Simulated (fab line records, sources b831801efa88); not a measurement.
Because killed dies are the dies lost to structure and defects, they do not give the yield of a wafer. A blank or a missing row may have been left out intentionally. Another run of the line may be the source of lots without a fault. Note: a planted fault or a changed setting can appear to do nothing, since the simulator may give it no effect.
Comparing a struck lot with a sound one    flow sky130    44 steps out of a route of 708
Sound: the wafers L572.2, L572.3, L572.6. Struck: wafer L574.2 (L574.1, L574.4, from the same lot, were not struck and are left out); the cause is given at the end.
At each step with rows: each side's tool, then ch and its chambers, then its first start. Under that, the readings that differ: sound wafers    struck wafers    difference of the means    sigmas: that difference in standard deviations of wafers without a fault.
alike: words and numbers the same on both sides, and readings whose means are apart by under 2 such deviations; not compared: readings that were withheld, readings missing a value for some wafer, numbers with overlapping values and no deviation given by the record, and bounds like >300 which may hide the same value.
A row with sigmas, a row that says differs or no value, or rows on one side alone: a step with any of these is where the two part. Non-overlapping numbers with no deviation appear without sigmas and do not part them. A reading missing from all wafers of one side parts the sides only when that side holds two or more wafers.

first, 1 step without rows for these wafers: SKY_VIA3_ETCH_15 (etches SiO2 in C4F8/O2/Ar, stops on TiN, target depth 507 nm, time 78 s).
SKY_VIA3_STRIP_16: strips in O2/N2.
  sound on plasmaAsher-01 ch 0,1, day 41 21:40; struck on plasmaAsher-02 ch 0, day 42 07:42
  alike: drypumpMotorCurrentA, oesProductAu, stripTimeToEndpointS
  not compared: rfHoursCounterH
then, 3 steps without rows for these wafers: SKY_VIA3_STRIP_17 (strips in post etch residue remover, time 1200 s); SKY_VIA3_CLEAN_18 (cleans in IPA, time 180 s); SKY_VIA3_CLEAN_19 (cleans in O3/DIW).
SKY_VIA3_SPUTTER_20: material TiN, target thk 20 nm, time 80 s.
  struck on pvdSputter-04, day 42 08:17; sound on pvdSputter-04, day 41 22:16
  alike: throttleValvePct
then, 1 step without rows for these wafers: SKY_VIA3_CVD_21 (deposits W, target thk 390 nm, time 117.31 s).
SKY_VIA3_RS_MEAS_22: measures by four-point-probe.
  struck on filmMetro-03, day 42 08:28; sound on filmMetro-03, day 41 22:28
  alike: VIA3_W_RS
SKY_VIA3_THK_MEAS_23: measures by xrf.
  struck on filmMetro-03, day 42 08:35; sound on filmMetro-03, day 41 22:35
  alike: VIA3_W_THK
then, 3 steps without rows for these wafers: SKY_VIA3_CMP_24 (polishes, stops on SiO2, t overpolish 20 s, target thk 0 nm); SKY_METAL4_SPUTTER_00 (material Ti, target thk 15 nm, time 10 s); SKY_METAL4_SPUTTER_01 (material TiN, target thk 20 nm, time 16.7 s).
SKY_METAL4_SPUTTER_02: material AlCu, target thk 735 nm, time 39.1 s.
  struck on pvdSputter-01, day 42 09:00; sound on pvdSputter-01, day 41 22:58
reading                                     sound            struck  difference  sigmas
model.AlCu_of_METAL4_SPUTTER_02.thkNm (nm)  730.7 729.3 732  328.5   -402.2      
  alike: throttleValvePct
then, 2 steps without rows for these wafers: SKY_METAL4_SPUTTER_03 (material Ti, target thk 5 nm, time 3.3 s); SKY_METAL4_SPUTTER_04 (material TiN, target thk 70 nm, time 58.3 s).
SKY_CAP2M_CVD_00: deposits SiO2, target thk 15.5 nm.
  sound on pecvd-03 ch 0,1,2, day 41 23:05; struck on pecvd-01 ch 0, day 42 09:07
reading           sound        struck  difference  sigmas
heaterPowerW (W)  682 866 622  869     +146        +2
SKY_CAP2M_THK_MEAS_01:
  struck on filmMetro-02, day 42 09:08; sound on filmMetro-01, day 41 23:07
reading                sound              struck  difference  sigmas
CAP2M_CVD_00_THK (nm)  15.69 15.54 15.89  15.12   -0.59       -2
SKY_CAP2M_SPUTTER_02: material TiN, target thk 200 nm, time 166.7 s.
  struck on pvdSputter-04, day 42 09:11; sound on pvdSputter-04, day 41 23:10
  alike: throttleValvePct
SKY_CAP2M_RS_MEAS_03: measures by four-point-probe.
  struck on filmMetro-02, day 42 09:18; sound on filmMetro-03, day 41 23:17
  alike: CAP2M_TIN_RS
SKY_CAP2M_THK_MEAS_04: measures by xrf.
  struck on filmMetro-02, day 42 09:25; sound on filmMetro-03, day 41 23:24
  alike: CAP2M_TIN_THK
then, 7 steps without rows for these wafers: SKY_CAP2M_DEHYDRATE_05 (time 60 s); SKY_CAP2M_HMDS_06 (prime time 60 s); SKY_CAP2M_COAT_07 (resist thk 1140 nm); SKY_CAP2M_SOFTBAKE_08 (time 60 s); SKY_CAP2M_EXPOSE_09 (exposes mask CAP2M, target cd 1000 nm); SKY_CAP2M_PEB_10; SKY_CAP2M_DEVELOP_11 (develop time 60 s).
SKY_CAP2M_OVL_MEAS_12:
  struck on overlay-01, day 43 07:58; sound on overlay-01, day 42 22:27
reading         sound           struck  difference  sigmas
CAP2M_OVL (nm)  -4.2 -1.3 -1.6  1.4     +3.8        +2
SKY_CAP2M_METAL_ETCH_13: etches TiN in Cl2/BCl3, stops on SiO2, target depth 220 nm, time 62.9 s.
  sound on rieMetal-03 ch 1, day 42 22:29; struck on rieMetal-04 ch 0, day 43 08:01
reading            sound              struck  difference  sigmas
mfcCl2Sccm (sccm)  60.42 60.39 60.15  59.67   -0.65       -3
  alike: drypumpMotorCurrentA, oesProductAu, throttleValvePct
  not compared: rfHoursCounterH
then, 12 steps without rows for these wafers: SKY_CAP2M_STRIP_14 (strips in O2/N2); SKY_CAP2M_STRIP_15 (strips in post etch residue remover, time 1200 s); SKY_CAP2M_CLEAN_16 (cleans in IPA, time 180 s); SKY_CAP2M_CLEAN_17 (cleans in O3/DIW); SKY_METAL4_DEHYDRATE_05 (time 60 s); SKY_METAL4_HMDS_06 (prime time 60 s); SKY_METAL4_COAT_07 (resist thk 60 nm); SKY_METAL4_COAT_08 (resist thk 1140 nm); SKY_METAL4_SOFTBAKE_09 (time 90 s); SKY_METAL4_EXPOSE_10 (exposes mask MM4, target cd 300 nm); SKY_METAL4_PEB_11; SKY_METAL4_DEVELOP_12 (develop time 60 s).
SKY_METAL4_CD_MEAS_13: target cd 300 nm.
  struck on cdSem-01, day 44 06:56; sound on cdSem-02, day 43 22:28
  alike: cdNm
SKY_METAL4_METAL_ETCH_18: etches the open film in Cl2/BCl3, stops on SiO2, target depth 845 nm, time 183.1 s.
  sound on rieMetal-01 ch 0,1, day 43 22:45; struck on rieMetal-01 ch 0, day 44 07:15
reading              sound              struck  difference  sigmas
mfcCl2Sccm (sccm)    59.96 60.22 60.45  59.81   -0.40       -2
oesProductAu (a.u.)  0.865 0.855 0.864  0.645   -0.216      -34
  alike: drypumpMotorCurrentA, throttleValvePct
  not compared: rfHoursCounterH
-- the record jumps here: 4 days lie between the struck wafers' starts before and after (it left off in module METAL4 and takes up again in module PAD_OPEN, whose first step shown is number 708 of the route) --
SKY_PAD_OPEN_PROBE_99:
  struck on prober-02, day 47 22:52; sound on prober-02, day 47 17:28
reading                      sound                   struck   difference  sigmas
model.etest.met4.lineOhmUm   0.1411 0.1452 0.1443    0.3186   +0.1751     
model.etest.via4Chain.rcOhm  0.7798 0.7994 0.7773    0.9624   +0.1769     
model.etest.met4.rsOhmSq     0.04253 0.0432 0.04319  0.09717  +0.05420    
  alike: defectLimitedYield, killed_at_M0_to_M3, killed_at_M4_up, killedAtContacts, killedAtFrontEnd, killedAtOther, killedDies, killedOpen, killedShort, sort_bin_3_pad_short, sort_bin_5_function, sort_bin_6_memory, sortNPass, sortYieldPct

WHERE THEY PART
Last at SKY_METAL4_METAL_ETCH_18 as far as this record goes, first at SKY_CAP2M_CVD_00. Later steps at which nothing parts them and some readings are alike: SKY_PAD_OPEN_PROBE_99.

WHY: what the simulator had put in
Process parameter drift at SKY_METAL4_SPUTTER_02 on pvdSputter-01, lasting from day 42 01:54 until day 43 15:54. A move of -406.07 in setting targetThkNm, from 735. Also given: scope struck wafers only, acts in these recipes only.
